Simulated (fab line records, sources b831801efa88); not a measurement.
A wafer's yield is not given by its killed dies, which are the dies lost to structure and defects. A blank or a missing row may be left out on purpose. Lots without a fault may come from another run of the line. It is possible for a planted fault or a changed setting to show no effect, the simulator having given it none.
Problem report in the 8D (eight disciplines) form, filled by code :: flow sky130 :: the parts of the form that need people (team, actions taken, sign-off) are left out

1. THE ISSUE
SD_N_TW at SKY_SD_N_TW_MEAS_12 reads a mean of 30 on 3 wafers of 1 lot; wafers without a fault read 3980 with a standard deviation of 29. That is -99 or more standard deviations from the usual mean.
First seen on wafer L769.2, day 30 05:37, on filmMetro-03. Wafers with a number at this step in the record: 39, from 13 lots. Rule for "out", or "out of limits": more than 4 standard deviations from the usual mean. Any other wafer with a number is counted as sound.

2. WHAT IT IS; WHAT IT IS NOT
question: which readings at this step
is: SD_N_TW
is not: -

question: which lots
is: L769
is not: L763, L765, L767, L768, L777, L778, L779, L780, L781, L783, L784, L786

question: which wafers of those lots
is: all that have a number
is not: -

question: read on which gauges
is: filmMetro-03
is not: filmMetro-01, filmMetro-02

question: when
is: from day 30 05:37
is not: up to then (12 sound wafers); but 24 sound wafers of L777, L778, L779, L780, L781, L783, L784, L786 came after

3. THE SUSPECTS, EACH WITH WHAT RULES IT OUT
Counting: a tool at a process step up to the reading stays a suspect if it ran every lot that is out and no sound lot after the first of them.
- the gauge at SKY_SD_N_TW_MEAS_12 has been ruled out. All the wafers that are out were read on filmMetro-03, but those of them that SKY_RES_XHIGH_STRIP_08 has rows for are out there too, on other tools.
- plasmaAsher-02 at SKY_LDD_LDN_STRIP_12 (strips in O2/N2): ruled out as a lasting fault. Following L769 (day 25 07:49), the first lot on it that is out, the sound lots L778, L780, L784 were run on it.
- plasmaAsher-02 at SKY_RES_XHIGH_STRIP_08 (strips in O2/N2): ruled out as a lasting fault. Following L769 (day 29 00:57), the first lot on it that is out, the sound lots L777, L779, L781 were run on it.
- plasmaAsher-04 at SKY_SD_N_STRIP_11 (strips in O2/N2): ruled out as a lasting fault. Following L769 (day 30 05:30), the first lot on it that is out, the sound lots L779, L780, L781, L783, L784, L786 were run on it.
Left after counting: nothing in the record.

4. THE CAUSE (what the simulator had put in)
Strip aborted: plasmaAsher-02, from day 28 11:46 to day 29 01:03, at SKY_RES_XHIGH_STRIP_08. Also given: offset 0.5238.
It was ruled out by counting, in error; the rule expects a fault to strike all lots run on its tool from its start on, and this fault did not.

5. SEQUENCE OF EFFECTS, ordered by route
Each row: a reading whose mean over the struck wafers that have a number lies more than 3 standard deviations from the usual. Only readings whose record carries a usual standard deviation are examined. hours: median over the lots of the time between each lot's start at the first step of this table that gives one and its start at this step. sigmas: the change, counted in usual standard deviations.
hours: 0
step: SKY_RES_XHIGH_STRIP_08
reading: oesProductAu
usual: 0.711 a.u.
on struck wafers: 0.937
change: +0.226
sigmas: +47

hours: 29
step: SKY_SD_N_STRIP_11
reading: oesProductAu
usual: 0.528 a.u.
on struck wafers: 0.562
change: +0.034
sigmas: +7.2

hours: 29
step: SKY_SD_N_STRIP_11
reading: stripTimeToEndpointS
usual: 22.55 s
on struck wafers: 26.58
change: +4.03
sigmas: +99 or more

hours: 29
step: SKY_SD_N_TW_MEAS_12
reading: SD_N_TW
usual: 3980
on struck wafers: 30
change: -3950
sigmas: -99 or more
The process steps in it:
- SKY_RES_XHIGH_STRIP_08: strips in O2/N2.
- SKY_SD_N_STRIP_11: strips in O2/N2.
Readings that are blank on the struck wafers while sound wafers have them: stripTimeToEndpointS at SKY_RES_XHIGH_STRIP_08.
At these later measuring or inspecting steps, every struck wafer for which the step has a row has a number for every such reading, and none has moved that far: SKY_LI_CONTACT_OVL_MEAS_13.

6. WHAT WOULD HAVE CAUGHT IT SOONER
In this record the first reading out of limits at a measuring or inspecting step was taken at day 30 05:37, 42 hours after the fault began at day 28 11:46.
The tool's own readings at SKY_RES_XHIGH_STRIP_08 were out on every struck wafer that the step has a row for (oesProductAu): an alarm limit on them would have fired on the first of those.
